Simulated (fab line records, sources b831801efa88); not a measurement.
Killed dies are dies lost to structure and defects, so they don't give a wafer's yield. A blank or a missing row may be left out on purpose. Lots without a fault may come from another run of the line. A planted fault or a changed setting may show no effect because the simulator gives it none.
A struck lot beside a sound one | flow sky130 | 16 steps out of a route of 708
Sound: wafers L675.1, L675.4, L675.5. Struck: wafers L682.2, L682.3, L682.6. The cause comes at the end.
At each step with rows: each side's tool, then ch and its chambers, then its first start. Under that, the readings that differ: sound wafers | struck wafers | difference of the means | sigmas: that difference in standard deviations of wafers without a fault.
alike: readings whose means differ by less than 2 such deviations, and words and numbers that are the same on both sides. not compared: withheld readings, readings that some wafer has no value for, bounds like >300 that may hide the same value, and numbers for which the record gives no deviation and whose values overlap.
The two part at a step that has a row with sigmas, a row that says differs or no value, or rows on one side only. Numbers that don't overlap but have no deviation are shown without sigmas and don't part them. A reading that every wafer of one side lacks parts them only if that side has two wafers or more.

first, 5 steps without rows for these wafers: SKY_SONOS_TUNNEL_COAT_02 (resist thk 1140 nm); SKY_SONOS_TUNNEL_SOFTBAKE_03 (time 60 s); SKY_SONOS_TUNNEL_EXPOSE_04 (exposes mask TUNM, target cd 410 nm); SKY_SONOS_TUNNEL_PEB_05; SKY_SONOS_TUNNEL_DEVELOP_06 (develop time 60 s).
SKY_SONOS_TUNNEL_CD_MEAS_07: target cd 410 nm.
  sound on cd_sem-01, day 11 17:58; struck on cd_sem-01, day 13 21:22
  alike: cd_nm
SKY_SONOS_TUNNEL_OVL_MEAS_08:
  sound on overlay-01, day 11 18:05; struck on overlay-02, day 13 21:28
  alike: SONOS_TUNNEL_OVL
then, 3 steps without rows for these wafers: SKY_SONOS_TUNNEL_IMPLANT_09; SKY_SONOS_TUNNEL_WET_ETCH_10 (etches SiO2 in dHF, target depth 14 nm, time 280 s); SKY_SONOS_TUNNEL_STRIP_11 (strips in SPM, time 600 s).
SKY_SONOS_TUNNEL_TW_MEAS_12:
  sound on film_metro-04, day 11 18:32; struck on film_metro-04, day 13 21:56
  alike: SONOS_TUNNEL_TW
then, 1 step without rows for these wafers: SKY_SONOS_TUNNEL_CLEAN_13 (cleans in dHF, time 20 s).
SKY_SONOS_ONO_OXIDATION_00: stabilise 600 s, purge 300 s, target thk 2.6 nm.
  sound on furnace-02 ch 0, day 11 18:36; struck on furnace-01 ch 0, day 13 22:01
  reading                                          | sound                | struck              | difference | sigmas
  spike_tc_centre_C (C)                            | 800.4 800.3 801.8    | 784.3 787.1 786.8   | -14.8      | -8
  spike_tc_lower_C (C)                             | 800.5 800.4 799.3    | 786.8 786.0 785.6   | -13.9      | -11
  spike_tc_top_C (C)                               | 812.0 809.4 810.1    | 802.0 802.7 799.5   | -9.1       | -6
  spike_tc_upper_C (C)                             | 802.3 799.7 801.9    | 788.7 789.2 787.2   | -12.9      | -13
  tube_center_temp_C (C)                           | 799.95 799.98 800.04 | 787.28 787.27 787.2 | -12.74     | -99 or more
  tube_center_temp_C_max                           | 801.7 801.6 802.9    | 790.1 789.6 789.4   | -12.4      | -37
  model.SiO2_of_SONOS_ONO_OXIDATION_00.thk_nm (nm) | 2.556 2.565 2.553    | 2.223 2.135 2.171   | -0.382     |
  alike: zone_power_top_pct
SKY_SONOS_ONO_THK_MEAS_01:
  sound on film_metro-01, day 11 19:57; struck on film_metro-02, day 13 23:23
  reading                      | sound          | struck         | difference | sigmas
  SONOS_ONO_OXIDATION_THK (nm) | 2.55 2.60 2.54 | 2.26 2.12 2.18 | -0.38      | -7
then, 1 step without rows for these wafers: SKY_SONOS_ONO_CVD_02 (deposits Si3N4 from DCS/NH3, target thk 10.5 nm, time 180 s).
-- the record jumps here: 36 days lie between the struck wafers' starts before and after (it left off in module SONOS_ONO and takes up again in module PAD_OPEN, whose first step shown is number 708 of the route) --
SKY_PAD_OPEN_PROBE_99:
  sound on prober-02, day 45 08:12; struck on prober-02, day 49 17:45
  reading                               | sound                  | struck                 | difference | sigmas
  model.etest.cap_ono.gate_log10_a_cm2  | -7.895 -7.837 -7.817   | -7.537 -7.329 -7.652   | +0.344     |
  model.etest.cap_ono.tox_acc_nm (nm)   | 12.89 12.85 12.78      | 12.56 12.44 12.63      | -0.30      |
  model.etest.sonos_erased.vt_v (V)     | -2.33 -2.348 -2.332    | -2.452 -2.499 -2.483   | -0.141     |
  model.etest.sonos_baked.vt_less_v (V) | -0.4823 -0.545 -0.5693 | -0.634 -0.6396 -0.6337 | -0.104     |
  alike: killed_at_M0_to_M3, killed_at_M4_up, killed_at_contacts, killed_at_front_end, killed_at_other, killed_dies, killed_open, killed_short
  not compared: model.etest.sonos_erased.drive_ua_um, model.etest.cap_ono.gate_bv_v

WHERE THEY PART
First at SKY_SONOS_ONO_OXIDATION_00; last, within this record, at SKY_SONOS_ONO_THK_MEAS_01. Later steps at which nothing parts them and some readings are alike: SKY_PAD_OPEN_PROBE_99.

WHY: what the simulator had put in
Process parameter drift: furnace-01, from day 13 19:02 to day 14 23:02, at SKY_SONOS_ONO_OXIDATION_00. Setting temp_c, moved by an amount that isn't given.
